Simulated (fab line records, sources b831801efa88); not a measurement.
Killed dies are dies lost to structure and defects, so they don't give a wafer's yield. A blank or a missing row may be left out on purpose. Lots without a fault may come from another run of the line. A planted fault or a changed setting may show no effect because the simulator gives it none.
A struck lot beside a sound one | flow sky130 | 16 steps out of a route of 708
Sound: wafers L567.3, L567.5, L567.6. Struck: wafers L570.3, L570.5. (L570.1 of the same lot was not struck and is left out.) The cause comes at the end.
At each step with rows: each side's tool, then ch and its chambers, then its first start. Under that, the readings that differ: sound wafers | struck wafers | difference of the means | sigmas: that difference in standard deviations of wafers without a fault.
alike: readings whose means differ by less than 2 such deviations, and words and numbers that are the same on both sides. not compared: withheld readings, readings that some wafer has no value for, bounds like >300 that may hide the same value, and numbers for which the record gives no deviation and whose values overlap.
The two part at a step that has a row with sigmas, a row that says differs or no value, or rows on one side only. Numbers that don't overlap but have no deviation are shown without sigmas and don't part them. A reading that every wafer of one side lacks parts them only if that side has two wafers or more.

first, 1 step without rows for these wafers: SKY_FIELD_ISO_CVD_03 (deposits Si3N4 from DCS/NH3, target thk 165 nm, time 2830 s).
SKY_FIELD_ISO_THK_MEAS_04:
  sound on film_metro-01, day 2 20:41; struck on film_metro-01, day 3 17:35
  alike: FIELD_ISO_CVD_03_THK
then, 8 steps without rows for these wafers: SKY_FIELD_ISO_DEHYDRATE_05 (time 60 s); SKY_FIELD_ISO_HMDS_06 (prime time 57.2 s); SKY_FIELD_ISO_COAT_07 (resist thk 60 nm); SKY_FIELD_ISO_COAT_08 (resist thk 450 nm); SKY_FIELD_ISO_SOFTBAKE_09 (time 90 s); SKY_FIELD_ISO_EXPOSE_10 (exposes mask FOM, target cd 150 nm); SKY_FIELD_ISO_PEB_11; SKY_FIELD_ISO_DEVELOP_12 (develop time 60 s).
SKY_FIELD_ISO_CD_MEAS_13: target cd 150 nm.
  sound on cd_sem-02, day 3 11:58; struck on cd_sem-02, day 4 09:16
  alike: cd_nm
SKY_FIELD_ISO_ETCH_14: etches BARC in N2/H2, stops on SiO2, time 45.9 s, target depth 60 nm.
  sound on rie_diel-02 ch 0,3, day 3 12:02; struck on rie_diel-04 ch 0, day 4 09:23
  alike: drypump_motor_current_A, oes_product_au, throttle_valve_pct
  not compared: rf_hours_counter_h
SKY_FIELD_ISO_ETCH_15: etches the open film in CHF3/O2, stops on Si, target depth 180 nm, time 72 s.
  sound on rie_diel-02 ch 0,3, day 3 12:05; struck on rie_diel-04 ch 0, day 4 09:26
  reading                                          | sound             | struck      | difference | sigmas
  oes_product_au (a.u.)                            | 0.951 0.944 0.950 | 0.890 0.891 | -0.058     | -9
  throttle_valve_pct (%)                           | 8.859 8.838 8.841 | 8.824 8.815 | -0.027     | -3
  model.KrF-thick_of_FIELD_ISO_COAT_08.thk_nm (nm) | 236.4 236.9 234.4 | 264.3 264.6 | +28.6      |
  model.etch.depth_nm (nm)                         | 166.5 165.2 165.1 | 147.2 148.4 | -17.8      |
  alike: drypump_motor_current_A
  not compared: rf_hours_counter_h
SKY_FIELD_ISO_STRIP_16: strips in O2/N2.
  sound on plasma_asher-02 ch 0,1, day 3 12:10; struck on plasma_asher-02 ch 0, day 4 09:29
  reading                      | sound          | struck    | difference | sigmas
  strip_time_to_endpoint_s (s) | 3.54 3.55 3.53 | 3.85 3.84 | +0.30      | +7
  alike: drypump_motor_current_A, oes_product_au
  not compared: rf_hours_counter_h
SKY_FIELD_ISO_ETCH_17: etches Si in HBr/Cl2/O2, target depth 342 nm, time 97.7 s.
  sound on rie_si-01 ch 0,2,3, day 3 12:15; struck on rie_si-02 ch 1,2, day 4 09:35
  alike: HBr_flow_sccm, drypump_motor_current_A, oes_product_au, throttle_valve_pct
  not compared: rf_hours_counter_h
-- the record jumps here: 44 days lie between the struck wafers' starts before and after (it left off in module FIELD_ISO and takes up again in module PAD_OPEN, whose first step shown is number 708 of the route) --
SKY_PAD_OPEN_PROBE_99:
  sound on prober-01, day 48 09:34; struck on prober-02, day 48 15:44
  reading             | sound    | struck                                            | difference                   | sigmas
  hold                | - - -    | await_dispo/2.9h/release await_dispo/2.9h/release | no value on the sound wafers |
  killed_at_front_end | 27 17 20 | 424 426                                           | +404                         | +84
  killed_dies         | 94 78 86 | 492 489                                           | +404                         | +44
  killed_on_rim       | 24 13 19 | 96 96                                             | +77                          | +23
  alike: killed_at_M0_to_M3, killed_at_M4_up, killed_at_contacts, killed_at_other, killed_open, killed_short

WHERE THEY PART
First at SKY_FIELD_ISO_ETCH_15; last, within this record, at SKY_PAD_OPEN_PROBE_99.

WHY: what the simulator had put in
Process parameter drift: rie_diel-04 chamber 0, from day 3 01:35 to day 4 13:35, at SKY_FIELD_ISO_ETCH_15. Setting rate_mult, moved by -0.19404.
